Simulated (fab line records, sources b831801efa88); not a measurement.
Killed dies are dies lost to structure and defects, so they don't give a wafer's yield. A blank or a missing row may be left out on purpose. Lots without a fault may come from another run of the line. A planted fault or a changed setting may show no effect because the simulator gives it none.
fab line records | flow sky130
record lots=12 wafers=35 last_day=49
route steps=708 shown METAL2@488 VIA2@518 PAD_OPEN@708
lots that met no fault: from a run of the same line without faults
start_h: hours from the record's first day to the start of the lot's first wafer shown | wait_h: hours since the lot's step before | " the same as in the row above | L1.1+2: a row that stands for several wafers | - no value, or no start given | * or withheld: withheld | < > ~ a bound
route shown NAME@n: a module of which the file shows steps, and the number in the route of the first | usual: mean/standard deviation of fault-free wafers | same: alike in all rows | chamber/n: place in a boat | sites: the reading at each site | _std_site: their standard deviation | _edge_site: outer sites' mean less inner sites' | radius_mm: how far each site lies from the wafer's centre | mask NAME#n: copy n | behind: the tool/chamber that last shaped the wafer | hold: why the lot was held/for how many hours/how that ended | device: the transistor (n, p or np) that didn't switch | end of line: the same wafers' tests at the end of the route | a step without rows: its recipe alone | killed: dies lost to structure and defects at the first sort, not the wafer's yield | map: a wafer's dies, x killed, . not, _ none there
set.NAME: the setting as run; set.NAME@STEP: as run at that earlier step | model.NAME: the simulator's own value behind a step, which no gauge read
steps of the route over a sample of lots; a table a step, a row a wafer
services: from which hour (start_h, from the record's first day; less than 0 if before it) a tool's chamber was out of use, for how many hours, and why
## steps
# step SKY_METAL2_RS_MEAS_05
# recipe thk_meas_gauge=four-point-probe reads=TiN_of_METAL2_SPUTTER_04+Ti_of_METAL2_SPUTTER_03+AlCu_of_METAL2_SPUTTER_02+TiN_of_METAL2_SPUTTER_01+Ti_of_METAL2_SPUTTER_00
# usual METAL2_ALCU_RS=0.1323/0.0014
# columns lot.wafer tool chamber start_h wait_h METAL2_ALCU_RS[ohm/sq]
L246.3 film_metro-01 - 791.99 0.1 0.1309
L246.5 " - " " 0.1313
L246.6 " - " " 0.1324
L247.2 film_metro-02 - 799.54 0.0 0.1349
L247.3 " - " " 0.1328
L247.4 " - " " 0.1347
L248.2 film_metro-03 - 803.46 0.0 0.1310
L248.3 " - " " 0.1324
L248.6 " - " " 0.1312
L251.1 film_metro-01 - 830.25 0.0 0.1322
L251.3 " - " " 0.1325
L251.6 " - " " 0.1330
L252.2 film_metro-02 - 845.19 0.0 0.1332
L252.4 " - " " 0.1320
L252.6 " - " " 0.1333
L256.1 film_metro-02 - 876.70 0.0 0.1317
L256.3 " - " " 0.1311
L256.5 " - " " 0.1327
L257.1 film_metro-03 - 879.10 0.0 0.1337
L257.2 " - " " 0.1329
L257.3 " - " " 0.1327
L258.1 film_metro-03 - 888.64 0.0 0.1330
L258.2 " - " " 0.1335
L258.6 " - " " 0.1327
L259.3 film_metro-02 - 896.14 0.1 0.1317
L259.4 " - " " 0.1310
L259.6 " - " " 0.1315
L260.2 film_metro-03 - 899.57 0.0 0.1341
L260.3 " - " " 0.1347
L260.5 " - " " 0.1342
L261.4 film_metro-03 - 910.98 0.1 0.1322
L261.5 " - " " 0.1302
L261.6 " - " " 0.1306
L263.4 film_metro-03 - 933.59 0.1 0.1307
L263.6 " - " " 0.1305
# step SKY_VIA2_DEVELOP_11
# recipe develop_time_s=60 resist=KrF-thick dev_temp_c=21
# usual developer_temp_C=21.00/0.11
# same develop_time_s=60
# columns lot.wafer tool chamber start_h wait_h developer_temp_C
L246.3 litho_track-04 0 846 - 21.11
L246.5 " 0 847 - 20.98
L246.6 " 0 " " 21.12
L247.2 litho_track-01 0 852 - 20.89
L247.3 " 0 " " 21.02
L247.4 " 0 853 - 20.91
L248.2 litho_track-04 0 856 - 20.80
L248.3 " 0 " " 20.98
L248.6 " 0 " " 21.03
L251.1 litho_track-01 0 883 - 21.01
L251.3 " 0 " " 20.97
L251.6 " 0 " " 21.15
L252.2 litho_track-02 0 898 - 20.81
L252.4 " 0 " " 20.90
L252.6 " 0 " " 20.78
L256.1 litho_track-01 0 926 - 21.09
L256.3 " 0 " " 21.01
L256.5 " 0 " " 20.98
L257.1 litho_track-02 0 930 - 20.95
L257.2 " 0 " " 21.07
L257.3 " 0 " " 20.93
L258.1 litho_track-04 0 940 - 20.95
L258.2 " 0 " " 20.89
L258.6 " 0 941 - 20.95
L259.3 litho_track-02 0 946 - 21.11
L259.4 " 0 " " 20.84
L259.6 " 0 " " 20.98
L260.2 litho_track-02 0 950 - 21.59
L260.3 " 0 " " 21.70
L260.5 " 0 " " 21.69
L261.4 litho_track-01 0 960 - 21.07
L261.5 " 0 " " 21.29
L261.6 " 0 " " 21.22
L263.4 litho_track-02 0 982 - 21.62
L263.6 " 0 " " 21.55
# step SKY_VIA2_STRIP_16
# recipe chemistry=O2/N2 power_w=1400 pressure_mtorr=1500 platen_temp_c=withheld o2_flow_sccm=3000 n2_flow_sccm=300 overash_fraction=0.5
# usual chamber_pressure_mTorr=1500.1/1.3 drypump_motor_current_A=5.9/0.31 oes_product_au=0.399/0.0046 strip_time_to_endpoint_s=4.057/0.02
# columns lot.wafer tool chamber start_h wait_h chamber_pressure_mTorr drypump_motor_current_A oes_product_au rf_hours_counter_h strip_time_to_endpoint_s
L246.3 plasma_asher-03 0 847.37 0.1 1500.4 6.1 0.400 - 4.078
L246.5 " 1 " " 1498.3 6.4 0.395 - 4.064
L246.6 " 0 " " 1502.7 6.1 0.411 - 4.080
L247.2 plasma_asher-02 0 853.36 0.0 1500.4 5.5 0.396 38 4.096
L247.3 " 1 " " 1502.1 5.6 0.396 - 4.056
L247.4 " 0 " " 1500.0 5.5 0.400 - 4.064
L248.2 plasma_asher-02 0 856.68 0.0 1499.7 5.6 0.399 38 4.039
L248.3 " 0 " " 1499.7 5.6 0.397 - 4.079
L248.6 " 0 " " 1499.5 5.5 0.400 - 4.061
L251.1 plasma_asher-03 0 884.01 0.0 1500.2 6.1 0.399 15 4.045
L251.3 " 0 " " 1498.8 6.1 0.401 - 4.084
L251.6 " 0 " " 1502.2 6.1 0.398 - 4.077
L252.2 plasma_asher-02 1 899.15 0.0 1498.9 5.6 0.395 42 4.070
L252.4 " 1 " " 1498.8 5.6 0.399 - 4.052
L252.6 " 1 " " 1501.2 5.6 0.394 - 4.021
L256.1 plasma_asher-01 1 927.11 0.0 1501.6 5.9 0.406 79 4.057
L256.3 " 0 " " 1501.9 5.8 0.396 - 4.073
L256.5 " 0 " " 1500.7 5.7 0.404 - 4.096
L257.1 plasma_asher-03 0 930.50 0.0 1500.4 6.0 0.404 20 4.064
L257.2 " 1 " " 1500.3 6.5 0.396 20 4.046
L257.3 " 1 " " 1498.6 6.4 0.402 - 4.060
L258.1 plasma_asher-03 0 941.33 0.0 1501.6 6.1 0.401 21 4.040
L258.2 " 1 " " 1499.7 6.4 0.394 21 4.028
L258.6 " 1 " " 1499.6 6.4 0.399 - 4.022
L259.3 plasma_asher-03 1 946.84 0.1 1499.0 6.5 0.394 - 4.033
L259.4 " 0 " " 1500.3 6.1 0.403 - 4.069
L259.6 " 0 " " 1500.9 6.1 0.403 - 4.083
L260.2 plasma_asher-02 1 950.50 0.0 1498.3 5.6 0.393 48 4.039
L260.3 " 0 " " 1502.3 5.5 0.395 - 4.070
L260.5 " 1 " " 1500.2 5.6 0.402 - 4.048
L261.4 plasma_asher-01 1 960.89 0.1 1499.6 5.9 0.401 - 4.018
L261.5 " 1 " " 1500.1 5.9 0.406 - 4.068
L261.6 " 0 " " 1499.8 5.7 0.405 - 4.037
L263.4 plasma_asher-01 0 983.29 0.1 1499.9 5.8 0.393 - 4.027
L263.6 " 1 " " 1500.6 5.9 0.392 - 4.032
# step SKY_VIA2_CVD_21
# recipe material=W target_thk_nm=420 time_s=126.4 temp_c=400 pressure_torr=40
# usual heater_power_w=789/38
# columns lot.wafer tool chamber start_h wait_h heater_power_w
L246.3 cvd_w-01 1 848.03 0.1 742
L246.5 " 0 " " 791
L246.6 " 1 " " 749
L247.2 cvd_w-01 0 854.04 0.0 802
L247.3 " 0 " " 788
L247.4 " 1 " " 748
L248.2 cvd_w-02 0 857.34 0.0 849
L248.3 " 1 " " 846
L248.6 " 1 " " 880
L251.1 cvd_w-01 0 884.66 0.0 801
L251.3 " 0 " " 811
L251.6 " 1 " " 740
L252.2 cvd_w-02 1 899.82 0.0 868
L252.4 " 0 " " 845
L252.6 " 1 " " 865
L256.1 cvd_w-01 0 927.76 0.0 770
L256.3 " 1 " " 755
L256.5 " 0 " " 809
L257.1 cvd_w-01 1 931.16 0.0 740
L257.2 " 0 " " 764
L257.3 " 0 " " 804
L258.1 cvd_w-02 0 942.34 0.0 786
L258.2 " 1 " " 789
L258.6 " 0 " " 782
L259.3 cvd_w-02 0 947.50 0.1 782
L259.4 " 1 " " 804
L259.6 " 1 " " 834
L260.2 cvd_w-01 0 951.16 0.0 773
L260.3 " 1 " " 728
L260.5 " 1 " " 746
L261.4 cvd_w-01 0 961.58 0.1 833
L261.5 " 0 " " 818
L261.6 " 1 " " 753
L263.4 cvd_w-02 1 983.95 0.1 803
L263.6 " 1 " " 805
# step SKY_PAD_OPEN_PROBE_99
# usual defect_limited_yield=82.6/2.1 killed_at_M0_to_M3=43/7.3 killed_at_M4_up=3.1/1.8 killed_at_contacts=24/5.4 killed_at_front_end=15/4.1 killed_at_other=0.2/0.52 killed_dies=86/10 killed_open=47/7.3 killed_short=39/6.4 sort_bin_3_pad_short=0.8/0.37 sort_bin_5_function=10.1/1.4 sort_bin_6_memory=6.4/1.2 sort_n_pass=406/10 sort_yield_pct=82.6/2.1
# same gross_dies=492 killed_at_back_side=0 sort_bin_4_leakage[%]=0 sort_bin_8_speed[%]=0
# columns lot.wafer tool chamber start_h wait_h defect_limited_yield[%] killed_at_M0_to_M3 killed_at_M4_up killed_at_contacts killed_at_front_end killed_at_other killed_dies killed_open killed_short sort_bin_3_pad_short[%] sort_bin_5_function[%] sort_bin_6_memory[%] sort_n_pass sort_yield_pct[%]
L246.3 prober-01 - 1074.98 0.2 83.5 44 4 22 11 0 81 36 45 1.4 10.8 4.3 411 83.5
L246.5 prober-01 - 1075.08 0.2 85.6 34 5 19 13 0 71 33 37 1.0 8.7 4.7 421 85.6
L246.6 prober-01 - 1075.13 0.2 85.2 39 2 23 9 0 73 40 33 0.8 10.0 4.1 419 85.2
L247.2 prober-02 - 1077.82 0.1 82.3 46 4 22 13 2 87 43 44 0.6 10.6 6.5 405 82.3
L247.3 prober-02 - 1077.87 0.2 80.5 41 2 33 20 0 96 43 53 1.6 10.4 7.5 396 80.5
L247.4 prober-02 - 1077.92 0.2 83.1 42 2 23 16 0 83 45 38 0.4 11.2 5.3 409 83.1
L248.2 prober-01 - 1082.87 0.1 81.9 55 3 24 6 1 89 52 37 1.0 9.6 7.5 403 81.9
L248.3 prober-01 - 1082.92 0.2 82.1 44 5 27 12 0 88 43 45 0.6 9.1 8.1 404 82.1
L248.6 prober-01 - 1083.07 0.2 81.9 42 2 30 15 0 89 50 39 1.2 9.8 7.1 403 81.9
L251.1 prober-02 - 1104.31 0.1 82.5 44 4 22 16 0 86 49 37 1.0 10.0 6.5 406 82.5
L251.3 prober-02 - 1104.41 0.2 87.4 36 1 13 12 0 62 35 27 0.4 8.3 3.9 430 87.4
L251.6 prober-02 - 1104.56 0.2 84.6 32 4 27 12 1 76 38 38 0.6 9.3 5.5 416 84.6
L252.2 prober-01 - 1116.36 0.1 82.1 53 1 18 16 0 88 44 44 1.4 11.2 5.3 404 82.1
L252.4 prober-01 - 1116.46 0.2 80.5 48 1 23 24 0 96 60 36 0.4 10.4 8.7 396 80.5
L252.6 prober-01 - 1116.56 0.2 77.2 62 2 26 21 1 112 58 53 1.8 12.0 8.9 380 77.2
L256.1 prober-01 - 1137.30 0.1 82.3 41 2 29 15 0 87 46 41 0.8 11.2 5.7 405 82.3
L256.3 prober-01 - 1137.40 0.2 85.0 43 1 17 13 0 74 44 30 1.0 8.7 5.3 418 85.0
L256.5 prober-01 - 1137.50 0.2 79.7 44 3 31 21 1 100 58 42 0.4 13.4 6.5 392 79.7
L257.1 prober-02 - 1142.10 0.1 79.9 39 3 37 20 0 99 50 49 0.6 12.6 6.9 393 79.9
L257.2 prober-02 - 1142.15 0.1 82.9 37 3 27 17 0 84 48 35 1.2 10.4 5.5 408 82.9
L257.3 prober-02 - 1142.20 0.2 80.5 44 5 35 12 0 96 56 40 1.0 12.4 6.1 396 80.5
L258.1 prober-01 - 1147.62 0.1 80.7 60 7 16 12 0 95 43 52 1.4 12.0 5.9 397 80.7
L258.2 prober-01 - 1147.67 0.1 81.5 55 0 19 17 0 91 54 37 1.0 11.8 5.7 401 81.5
L258.6 prober-01 - 1147.87 0.2 82.9 42 1 21 18 2 84 43 41 0.8 10.4 5.9 408 82.9
L259.3 prober-02 - 1152.07 0.2 83.7 44 2 18 15 1 80 48 32 0.8 9.1 6.3 412 83.7
L259.4 prober-02 - 1152.12 0.2 78.5 54 2 26 22 2 106 50 56 0.2 14.0 7.3 386 78.5
L259.6 prober-02 - 1152.22 0.2 82.5 39 5 27 15 0 86 46 40 0.6 10.6 6.3 406 82.5
L260.2 prober-01 - 1157.45 0.1 79.7 45 1 39 15 0 100 58 41 0.8 12.8 6.7 392 79.7
L260.3 prober-01 - 1157.50 0.2 82.3 46 3 18 20 0 87 46 41 1.0 10.0 6.7 405 82.3
L260.5 prober-01 - 1157.60 0.2 83.3 45 0 23 14 0 82 45 36 0.6 9.6 6.5 410 83.3
L261.4 prober-02 - 1165.70 0.2 84.3 44 5 13 15 0 77 48 29 1.2 8.5 5.9 415 84.3
L261.5 prober-02 - 1165.75 0.2 82.1 48 3 19 18 0 88 45 43 1.0 10.6 6.3 404 82.1
L261.6 prober-02 - 1165.80 0.2 79.7 60 5 23 12 0 100 62 38 0.6 12.2 7.5 392 79.7
L263.4 prober-01 - 1178.75 0.2 85.2 39 3 18 13 0 73 45 28 0.8 9.1 4.9 419 85.2
L263.6 prober-01 - 1178.85 0.2 83.5 36 2 24 19 0 81 50 31 1.2 9.6 5.7 411 83.5
# killed by level:class
L246.3 VIA1:geometric_particle:open=11 CONTACT:geometric_particle:open=9 METAL1:geometric_particle:short=9 CONTACT:geometric_particle:short=6 METAL3:geometric_particle:short=6 VIA1:geometric_particle:short=4 SPACER:geometric_particle:short=3 LOCAL_INTERCONNECT:geometric_particle:short=3
L246.5 VIA1:geometric_particle:open=10 LI_CONTACT:geometric_particle:open=6 CONTACT:geometric_particle:open=6 METAL4:geometric_particle:short=5 VIA1:geometric_particle:short=5 FIELD_ISO:geometric_particle:open=4 CONTACT:geometric_particle:short=4 METAL2:geometric_particle:short=4
L246.6 CONTACT:geometric_particle:open=12 VIA1:geometric_particle:open=11 METAL2:geometric_particle:short=8 CONTACT:geometric_particle:short=7 METAL1:geometric_particle:short=4 VIA2:geometric_particle:open=4 FIELD_ISO:geometric_particle:short=3 LI_CONTACT:geometric_particle:open=3
L247.2 VIA2:geometric_particle:open=11 CONTACT:geometric_particle:open=8 VIA1:geometric_particle:open=7 CONTACT:geometric_particle:short=6 METAL1:geometric_particle:short=6 METAL3:geometric_particle:short=5 VIA3:geometric_particle:open=5 POLY_GATE:geometric_particle:short=4
L247.3 VIA1:geometric_particle:open=11 CONTACT:geometric_particle:open=9 LOCAL_INTERCONNECT:geometric_particle:short=6 CONTACT:geometric_particle:short=6 METAL1:geometric_particle:short=6 FIELD_ISO:geometric_particle:short=5 FIELD_ISO:geometric_particle:open=5 LI_CONTACT:geometric_particle:open=5
L247.4 LI_CONTACT:geometric_particle:open=9 VIA1:geometric_particle:open=8 VIA2:geometric_particle:open=8 VIA2:geometric_particle:short=7 CONTACT:geometric_particle:open=6 LI_CONTACT:geometric_particle:short=4 METAL1:geometric_particle:short=4 FIELD_ISO:geometric_particle:short=3
L248.2 VIA1:geometric_particle:open=16 CONTACT:geometric_particle:open=11 VIA3:geometric_particle:open=9 METAL1:geometric_particle:short=8 VIA2:geometric_particle:open=6 METAL2:geometric_particle:short=5 VIA1:geometric_particle:short=4 CONTACT:geometric_particle:short=4
L248.3 METAL1:geometric_particle:short=10 CONTACT:geometric_particle:open=9 VIA2:geometric_particle:open=8 CONTACT:geometric_particle:short=8 METAL2:geometric_particle:short=7 VIA1:geometric_particle:open=6 LI_CONTACT:geometric_particle:open=5 VIA1:geometric_particle:short=4
L248.6 CONTACT:geometric_particle:open=14 LOCAL_INTERCONNECT:geometric_particle:short=9 VIA1:geometric_particle:open=8 VIA1:geometric_particle:short=6 POLY_GATE:geometric_particle:open=5 VIA3:geometric_particle:open=5 METAL1:geometric_particle:short=5 FIELD_ISO:geometric_particle:short=4
L251.1 VIA1:geometric_particle:open=10 LI_CONTACT:geometric_particle:open=9 VIA3:geometric_particle:open=9 METAL2:geometric_particle:short=8 CONTACT:geometric_particle:open=6 FIELD_ISO:geometric_particle:open=4 FIELD_ISO:geometric_particle:short=4 VIA3:geometric_particle:short=4
L251.3 VIA1:geometric_particle:open=9 METAL2:geometric_particle:short=6 CONTACT:geometric_particle:open=6 VIA1:geometric_particle:short=5 METAL1:geometric_particle:short=4 POLY_CUT:geometric_particle:open=3 FIELD_ISO:geometric_particle:short=3 LI_CONTACT:geometric_particle:open=3
L251.6 LI_CONTACT:geometric_particle:open=8 CONTACT:geometric_particle:short=8 CONTACT:geometric_particle:open=7 VIA1:geometric_particle:short=7 VIA1:geometric_particle:open=7 VIA3:geometric_particle:open=5 VIA2:geometric_particle:open=4 FIELD_ISO:geometric_particle:short=3
L252.2 VIA1:geometric_particle:short=10 VIA1:geometric_particle:open=10 LI_CONTACT:geometric_particle:open=7 METAL2:geometric_particle:short=6 METAL1:geometric_particle:short=5 VIA2:geometric_particle:open=5 VIA3:geometric_particle:open=5 FIELD_ISO:geometric_particle:open=4
L252.4 VIA1:geometric_particle:open=12 LI_CONTACT:geometric_particle:open=10 CONTACT:geometric_particle:open=9 FIELD_ISO:geometric_particle:open=7 POLY_GATE:geometric_particle:open=6 METAL1:geometric_particle:short=6 FIELD_ISO:geometric_particle:short=4 METAL3:geometric_particle:short=4
L252.6 VIA1:geometric_particle:open=16 CONTACT:geometric_particle:open=11 METAL2:geometric_particle:short=10 LI_CONTACT:geometric_particle:open=9 FIELD_ISO:geometric_particle:short=8 METAL1:geometric_particle:short=8 VIA2:geometric_particle:open=7 VIA1:geometric_particle:short=6
L256.1 CONTACT:geometric_particle:open=10 VIA3:geometric_particle:open=8 VIA2:geometric_particle:open=7 CONTACT:geometric_particle:short=7 VIA1:geometric_particle:open=6 VIA1:geometric_particle:short=6 FIELD_ISO:geometric_particle:short=5 POLY_GATE:geometric_particle:open=4
L256.3 VIA1:geometric_particle:open=12 VIA3:geometric_particle:open=7 LI_CONTACT:geometric_particle:open=6 CONTACT:geometric_particle:open=6 VIA2:geometric_particle:open=5 METAL3:geometric_particle:short=5 FIELD_ISO:geometric_particle:short=4 METAL1:geometric_particle:short=4
L256.5 VIA1:geometric_particle:open=13 CONTACT:geometric_particle:open=12 LI_CONTACT:geometric_particle:open=9 FIELD_ISO:geometric_particle:open=6 LI_CONTACT:geometric_particle:short=5 METAL2:geometric_particle:short=5 VIA3:geometric_particle:open=5 METAL1:geometric_particle:short=4
L257.1 VIA1:geometric_particle:open=13 CONTACT:geometric_particle:short=11 LI_CONTACT:geometric_particle:open=9 FIELD_ISO:geometric_particle:open=8 CONTACT:geometric_particle:open=7 VIA3:geometric_particle:short=7 LOCAL_INTERCONNECT:geometric_particle:short=6 VIA3:geometric_particle:open=5
L257.2 CONTACT:geometric_particle:open=9 VIA1:geometric_particle:open=9 LI_CONTACT:geometric_particle:open=8 VIA3:geometric_particle:open=7 FIELD_ISO:geometric_particle:open=5 VIA1:geometric_particle:short=5 POLY_GATE:geometric_particle:open=4 LOCAL_INTERCONNECT:geometric_particle:short=4
L257.3 CONTACT:geometric_particle:open=15 VIA2:geometric_particle:open=10 LI_CONTACT:geometric_particle:open=8 VIA1:geometric_particle:open=8 METAL2:geometric_particle:short=7 CONTACT:geometric_particle:short=7 FIELD_ISO:geometric_particle:open=5 VIA2:geometric_particle:short=5
L258.1 VIA1:geometric_particle:open=16 VIA1:geometric_particle:short=9 METAL1:geometric_particle:short=9 VIA3:geometric_particle:short=9 POLY_GATE:geometric_particle:short=6 CONTACT:geometric_particle:open=6 LI_CONTACT:geometric_particle:open=5 CONTACT:geometric_particle:short=5
L258.2 VIA1:geometric_particle:open=13 VIA2:geometric_particle:open=11 CONTACT:geometric_particle:open=8 VIA1:geometric_particle:short=6 FIELD_ISO:geometric_particle:open=5 CONTACT:geometric_particle:short=5 METAL1:geometric_particle:short=5 METAL2:geometric_particle:short=5
L258.6 CONTACT:geometric_particle:open=8 FIELD_ISO:geometric_particle:open=7 VIA1:geometric_particle:short=7 LI_CONTACT:geometric_particle:open=6 VIA2:geometric_particle:open=6 VIA2:geometric_particle:short=5 METAL2:geometric_particle:short=5 FIELD_ISO:geometric_particle:short=4
L259.3 VIA3:geometric_particle:open=11 VIA1:geometric_particle:open=7 CONTACT:geometric_particle:open=6 METAL2:geometric_particle:short=6 FIELD_ISO:geometric_particle:open=5 POLY_GATE:geometric_particle:open=5 VIA1:geometric_particle:short=5 METAL1:geometric_particle:short=5
L259.4 POLY_GATE:geometric_particle:short=8 CONTACT:geometric_particle:open=8 CONTACT:geometric_particle:short=7 METAL1:geometric_particle:short=7 VIA1:geometric_particle:open=7 VIA3:geometric_particle:open=7 VIA1:geometric_particle:short=6 VIA2:geometric_particle:short=6
L259.6 VIA1:geometric_particle:open=10 LI_CONTACT:geometric_particle:open=7 VIA2:geometric_particle:open=7 CONTACT:geometric_particle:open=6 METAL2:geometric_particle:short=6 LOCAL_INTERCONNECT:geometric_particle:short=5 CONTACT:geometric_particle:short=5 FIELD_ISO:geometric_particle:open=4
L260.2 CONTACT:geometric_particle:open=18 VIA1:geometric_particle:open=10 LI_CONTACT:geometric_particle:open=9 VIA1:geometric_particle:short=7 METAL1:geometric_particle:short=6 VIA2:geometric_particle:open=6 VIA3:geometric_particle:open=6 LOCAL_INTERCONNECT:geometric_particle:short=5
L260.3 FIELD_ISO:geometric_particle:open=9 VIA1:geometric_particle:open=9 LOCAL_INTERCONNECT:geometric_particle:short=7 METAL1:geometric_particle:short=6 METAL1:geometric_particle:open=6 FIELD_ISO:geometric_particle:short=5 VIA2:geometric_particle:open=5 CONTACT:geometric_particle:open=5
L260.5 VIA3:geometric_particle:open=9 CONTACT:geometric_particle:open=8 VIA1:geometric_particle:open=8 CONTACT:geometric_particle:short=6 VIA2:geometric_particle:open=6 FIELD_ISO:geometric_particle:short=5 LI_CONTACT:geometric_particle:open=5 METAL2:geometric_particle:short=4
L261.4 VIA2:geometric_particle:open=9 VIA1:geometric_particle:open=8 POLY_GATE:geometric_particle:open=7 VIA3:geometric_particle:open=7 CONTACT:geometric_particle:open=6 METAL2:geometric_particle:short=5 LI_CONTACT:geometric_particle:open=4 METAL4:geometric_particle:short=4
L261.5 VIA1:geometric_particle:short=9 CONTACT:geometric_particle:open=7 METAL2:geometric_particle:open=6 METAL1:geometric_particle:short=6 VIA3:geometric_particle:open=6 METAL2:geometric_particle:short=5 POLY_GATE:geometric_particle:open=4 VIA2:geometric_particle:short=4
L261.6 VIA1:geometric_particle:open=12 VIA3:geometric_particle:open=12 VIA2:geometric_particle:open=9 METAL1:geometric_particle:short=9 LI_CONTACT:geometric_particle:open=7 CONTACT:geometric_particle:open=5 VIA1:geometric_particle:short=5 METAL2:geometric_particle:short=5
L263.4 VIA1:geometric_particle:open=11 VIA2:geometric_particle:open=8 CONTACT:geometric_particle:open=6 LI_CONTACT:geometric_particle:open=5 LOCAL_INTERCONNECT:geometric_particle:short=4 VIA1:geometric_particle:short=4 POLY_GATE:geometric_particle:open=3 POLY_GATE:geometric_particle:short=3
L263.6 VIA2:geometric_particle:open=9 LI_CONTACT:geometric_particle:open=6 CONTACT:geometric_particle:open=6 VIA3:geometric_particle:open=6 POLY_GATE:geometric_particle:short=5 CONTACT:geometric_particle:short=5 SPACER:geometric_particle:open=4 LOCAL_INTERCONNECT:geometric_particle:short=4
## services
# columns tool chamber start_h hours kind
plasma_asher-01 - 846.90 1.4 repair
cvd_w-01 0 856.96 14.3 repair
plasma_asher-01 - 869.16 1.3 repair
cvd_w-02 - 904.00 14.0 pm
cvd_w-02 0 904.00 14.0 vent_cycle
cvd_w-02 1 904.00 14.0 vent_cycle
cvd_w-01 1 907.01 1.5 repair
plasma_asher-03 - 917.22 0.3 repair
cvd_w-02 0 918.00 - clean
cvd_w-02 1 918.00 - clean
plasma_asher-03 - 937.52 2.8 pm
plasma_asher-01 - 957.83 2.3 repair
cvd_w-01 - 969.58 1.2 repair
## key
first_sign step=SKY_VIA2_DEVELOP_11 reading=developer_temp_C direction=up sigmas=5.9 usual=* struck=*
effect none on later readings
met_at SKY_VIA2_DEVELOP_11
struck_lots L260,L263
loop_trim step=SKY_VIA2_EXPOSE_09 setting=dose lots=L263
not_acting_at SKY_METAL2_RS_MEAS_05,SKY_VIA2_STRIP_16,SKY_VIA2_CVD_21
onset_between 946 950
fault kind=process_parameter_drift tool=litho_track-02 chamber=- onset_h=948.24 steps=SKY_VIA2_DEVELOP_11 channel=dev_temp_c offset=* shape=step end_h=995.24 acts_in=* stated=*
# loop_trim: a control loop set the setting to another value than it would have without faults
